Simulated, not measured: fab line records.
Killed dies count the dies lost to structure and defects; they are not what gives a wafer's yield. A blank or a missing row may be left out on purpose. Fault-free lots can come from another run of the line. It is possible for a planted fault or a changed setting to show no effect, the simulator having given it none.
Comparing a struck lot with a sound one + flow sky130 + 17 out of 708 route steps
Sound: these wafers, L580.1, L580.5, L580.6. Wafers L591.1, L591.3, L591.5 were the ones struck. The cause is named last.
Order at every step that has rows: each side's tool, ch and its chambers, its first start. Under that, the readings that differ: sound wafers + struck wafers + difference of the means + sigmas: that difference in standard deviations of wafers without a fault.
alike: a reading whose means differ by less than 2 such deviations, as well as words and numbers matching on both sides. not compared: withheld readings; readings where some wafer has no value; bounds like >300 that might hide an equal value; numbers whose values overlap and for which the record gives no deviation.
A row with sigmas, a row that says differs or no value, or rows on one side alone: a step with any of these is where the two part. When numbers do not overlap yet have no deviation, they are printed without sigmas and do not part them. Lack of a reading on every wafer of one side parts them only where that side has two or more wafers.

SKY_VT_ADJUST_HVTR_OVL_MEAS_08:
  sound on overlay-01 at day 11 10:43; struck on overlay-01 at day 15 10:25
  alike: VT_ADJUST_HVTR_OVL
after that, 1 step had no rows for these wafers: SKY_VT_ADJUST_HVTR_IMPLANT_09.
SKY_VT_ADJUST_HVTR_STRIP_10: strips in O2/N2.
  sound on plasma asher-03 ch 0,1, day 11 10:53; struck on plasma asher-02 ch 0,1, day 15 10:35
  alike: drypump motor current A, oes product au, strip time to endpoint s
  not compared: rf hours counter h
SKY_VT_ADJUST_HVTR_TW_MEAS_11:
  sound on film metro-02 at day 11 10:59; struck on film metro-02 at day 15 10:41
  alike: VT_ADJUST_HVTR_TW
then, 7 steps without rows for these wafers: SKY_VT_ADJUST_PCH_DEHYDRATE_00 (time 60 s); SKY_VT_ADJUST_PCH_HMDS_01 (prime time 60 s); SKY_VT_ADJUST_PCH_COAT_02 (resist thk 3000 nm); SKY_VT_ADJUST_PCH_SOFTBAKE_03; SKY_VT_ADJUST_PCH_EXPOSE_04 (exposes mask NWM, target cd 840 nm); SKY_VT_ADJUST_PCH_PEB_05; SKY_VT_ADJUST_PCH_DEVELOP_06 (develop time 60 s).
SKY_VT_ADJUST_PCH_OVL_MEAS_07:
  sound on overlay-01 at day 12 11:23; struck on overlay-01 at day 16 14:35
  alike: VT_ADJUST_PCH_OVL
SKY_VT_ADJUST_PCH_IMPLANT_08:
  sound on implanter-03 ch 0, day 12 11:25; struck on implanter-03 ch 0, day 16 14:37
| reading            | sound                    | struck                        | difference | sigmas |
|--------------------|--------------------------|-------------------------------|------------|--------|
| dose ions cm2      | 4.994e+11 4.99e+11 5e+11 | 5.375e+11 5.377e+11 5.381e+11 | +3.830e+10 | +68    |
| faraday current uA | 2.82 2.89 2.79           | 3.17 3.10 2.98                | +0.25      | +5     |
SKY_VT_ADJUST_PCH_STRIP_09: strips in O2/N2.
  sound on plasma asher-04 ch 0,1, day 12 11:34; struck on plasma asher-01 ch 0,1, day 16 14:46
  alike: drypump motor current A, oes product au, strip time to endpoint s
  not compared: rf hours counter h
SKY_VT_ADJUST_PCH_TW_MEAS_10:
  sound on film metro-03 at day 12 11:40; struck on film metro-03 at day 16 14:52
| reading          | sound             | struck            | difference | sigmas |
|------------------|-------------------|-------------------|------------|--------|
| VT_ADJUST_PCH_TW | 142.8 143.7 143.4 | 147.4 146.6 146.9 | +3.7       | +3     |
then, 1 step without rows for these wafers: SKY_SONOS_TUNNEL_DEHYDRATE_00 (time 60 s).
-- a jump in the record: the struck wafers' starts before and after are 34 days apart (it breaks off in module SONOS_TUNNEL and resumes in module PAD_OPEN, where the first step shown is number 708 of the route) --
SKY_PAD_OPEN_PROBE_99:
  sound on prober-02 at day 47 14:16; struck on prober-01 at day 50 05:00
  alike: killed_at_M0_to_M3, killed_at_M4_up, killed at contacts, killed at front end, killed at other, killed dies, killed open, killed short

== WHERE THEY PART ==
Earliest at SKY_VT_ADJUST_PCH_IMPLANT_08; latest, in this record, at SKY_VT_ADJUST_PCH_TW_MEAS_10. Later steps at which nothing parts them and some readings are alike: SKY_PAD_OPEN_PROBE_99.

WHY: whatever the simulator had introduced
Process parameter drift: implanter-03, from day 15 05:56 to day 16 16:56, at SKY_VT_ADJUST_PCH_IMPLANT_08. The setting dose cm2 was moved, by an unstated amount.
